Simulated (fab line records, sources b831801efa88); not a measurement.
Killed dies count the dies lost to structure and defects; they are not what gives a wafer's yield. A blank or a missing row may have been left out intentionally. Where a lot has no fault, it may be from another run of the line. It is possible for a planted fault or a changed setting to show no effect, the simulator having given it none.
Which of the tools did it? + flow sky130 + Sampling: 11 lots, 33 wafers, 2 of 708 route steps

## WHAT THE GAUGES READ, wafer by wafer
SKY_GATE_OXIDE_TW_MEAS_14.
| lot  | measured     | on            | GATE_OXIDE_TW     |
|------|--------------|---------------|-------------------|
| L435 | day 14 09:49 | film-metro-02 | 222.8 222.0 222.3 |
| L437 | day 15 00:34 | film-metro-03 | 225.8 225.7 225.9 |
| L439 | day 15 19:57 | film-metro-02 | 224.3 223.9 222.5 |
| L443 | day 17 21:34 | film-metro-03 | 226.2 226.6 226.8 |
| L445 | day 18 07:35 | film-metro-03 | 228.2 226.8 226.4 |
| L446 | day 18 19:05 | film-metro-03 | 225.7 227.0 226.8 |
| L450 | day 19 22:40 | film-metro-03 | 226.0 227.1 226.4 |
| L451 | day 20 08:33 | film-metro-03 | 227.7 228.3 226.5 |
| L454 | day 20 19:00 | film-metro-01 | 224.9 224.9 225.4 |
| L455 | day 21 15:45 | film-metro-01 | 225.3 224.2 225.2 |
| L456 | day 22 00:05 | film-metro-02 | 222.7 223.4 222.3 |

## WHICH TOOL RAN EACH LOT (tool, then ch and the chambers of the sampled wafers, then the start)
| lot  | SKY_SONOS_ONO_ETCH_15              |
|------|------------------------------------|
| L435 | rie-diel-04 ch 1,2, day 13 05:56   |
| L437 | rie-diel-04 ch 0,2,3, day 13 20:53 |
| L439 | rie-diel-04 ch 1,2,3, day 14 14:01 |
| L443 | rie-diel-03 ch 1,2, day 16 12:32   |
| L445 | rie-diel-03 ch 0,1,3, day 16 22:14 |
| L446 | rie-diel-03 ch 1,2, day 17 09:41   |
| L450 | rie-diel-03 ch 1,2,3, day 18 13:40 |
| L451 | rie-diel-03 ch 1,2,3, day 18 23:05 |
| L454 | rie-diel-04 ch 0,2,3, day 19 09:26 |
| L455 | rie-diel-01 ch 0,1,2, day 20 07:44 |
| L456 | rie-diel-04 ch 1,2,3, day 20 15:07 |
- SKY_SONOS_ONO_ETCH_15: etches the open film in CHF3/O2, target depth 19.52 nm, time 7.8 s.

## THE ANSWER, worked out from the rows above alone
Rule: the usual values come from the lots themselves. Put in order of their means at a reading, lots are off if they are a third of the lots or fewer, leave a main group of 4 or more, and stand apart from it by a gap of 3 or more times the standard deviation of the main group's means; of several such gaps the widest counts. A main group whose means are all the same, to the digits that the tables above print for the reading, isn't used. Also off: a lot with no number at a reading for which 4 or more lots have one. The other lots that the step has rows for count as sound.
Nothing can be told from this: no lot is off at any reading shown.

## WHAT THE SIMULATOR PUT IN
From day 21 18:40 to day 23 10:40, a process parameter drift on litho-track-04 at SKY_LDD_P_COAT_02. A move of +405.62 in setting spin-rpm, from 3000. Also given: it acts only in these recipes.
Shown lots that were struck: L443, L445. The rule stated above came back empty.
